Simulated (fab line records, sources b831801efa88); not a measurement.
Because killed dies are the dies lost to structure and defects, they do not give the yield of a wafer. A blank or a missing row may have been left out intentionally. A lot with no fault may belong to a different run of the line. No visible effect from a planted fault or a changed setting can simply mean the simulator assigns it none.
Split-lot trial -- flow gf180mcu -- route with 602 steps; 5 lots, 23 wafers read

## ON THE SPLIT
At GF_M1_SPUTTER_04 (material TiN, target thk 50 nm, time 41.7 s), the setting time s was moved away from the recipe's 41.7 s on 7 of the 23 wafers read, by +7.3% to +14.8%. This setting was run at the recipe's value on the other wafers.

The reading is taken at the split's own step.

## THE READING
TiN_of_M1_SPUTTER_04.thk nm (the simulator's own value, which no gauge read), in nm, at GF_M1_SPUTTER_04 (material TiN, target thk 50 nm, time 41.7 s). The file does not state a usual value for it. Here, 16 wafers ran the recipe; their average is 50.06 nm with a standard deviation of 0.78 nm.

wafer,"tool, chamber at the split","time s as run, s",against the recipe,"TiN_of_M1_SPUTTER_04.thk nm, nm",against lot-mates on the recipe
L074.1,"pvd sputter-03, -",44.75,+7.3%,53.28,+3.63
L074.2,"pvd sputter-03, -",44.75,+7.3%,52.98,+3.33
L074.3,"pvd sputter-03, -",41.7,recipe,49.7,-
L074.4,"pvd sputter-03, -",44.75,+7.3%,52.83,+3.18
L074.5,"pvd sputter-03, -",41.7,recipe,49.6,-
L076.1,"pvd sputter-01, -",47.29,+13.4%,56.44,+6.39
L076.3,"pvd sputter-01, -",47.29,+13.4%,56.68,+6.63
L076.4,"pvd sputter-01, -",41.7,recipe,49.76,-
L076.5,"pvd sputter-01, -",41.7,recipe,49.95,-
L076.6,"pvd sputter-01, -",41.7,recipe,50.45,-
L079.1,"pvd sputter-04, -",41.7,recipe,48.79,-
L079.4,"pvd sputter-04, -",41.7,recipe,48.45,-
L079.5,"pvd sputter-04, -",41.7,recipe,49,-
L080.1,"pvd sputter-03, -",47.87,+14.8%,57.81,+7.44
L080.2,"pvd sputter-03, -",41.7,recipe,50.5,-
L080.3,"pvd sputter-03, -",47.87,+14.8%,57.64,+7.27
L080.5,"pvd sputter-03, -",41.7,recipe,50.06,-
L080.6,"pvd sputter-03, -",41.7,recipe,50.56,-
L083.2,"pvd sputter-01, -",41.7,recipe,50.7,-
L083.6,"pvd sputter-01, -",41.7,recipe,50.7,-
L083.3,"pvd sputter-01, -",41.7,recipe,51.43,-
L083.4,"pvd sputter-01, -",41.7,recipe,50.6,-
L083.5,"pvd sputter-01, -",41.7,recipe,50.72,-

FIT RESULTS
A straight line over all 23 wafers: TiN_of_M1_SPUTTER_04.thk nm changes by +0.491 nm for each +1% of time s; r = +0.97; the points scatter about the line by 0.74 nm.
The same after taking each lot's own level away (the mean of its wafers on the recipe; 23 wafers): +0.488 nm for each +1%; r = +1.00; scatter 0.25 nm.
On that fit, the largest move of time s shifts the reading by 7.2 nm.
Across the lots, their own levels run from 48.747 to 50.830 nm, a range of 2.7 times the standard deviation given above.
The two slopes agree, so the slope changes little with the lot-to-lot level.
Check: with one of the wafers moved furthest among these (+14.8%) left out of the fit, the line predicts +7.14 nm for it against its lot-mates. It came out at +7.44 nm against them.

## FURTHER SPLITS ON THESE WAFERS
Before the reading, these wafers also passed through other splits. Each is held against what the fit with the lots' levels taken away leaves over:
other split on the same wafers,wafers away from the commonest value,r with TiN_of_M1_SPUTTER_04.thk nm (lot level and that fit taken away)
GF_NSD_IMPLANT_09 energy kev,10,-0.25
GF_PSD_DEVELOP_06 dev temp c,10,+0.23
GF_SAB_COAT_04 resist thk nm,6,-0.15
GF_SAB_EXPOSE_06 dose mj,8,+0.20
GF_CONTACT_CMP_04 leave above ref nm,9,-0.02
GF_CONTACT_EXPOSE_11 dose mj,7,-0.09
GF_CONTACT_ETCH_16 bias w,9,-0.12
GF_CONTACT_CMP_27 t overpolish s,11,+0.22

## THE FILE'S OWN FIT
TiN_of_M1_SPUTTER_04.thk nm changes by +0.488 nm for each +1% of time s, r = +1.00.
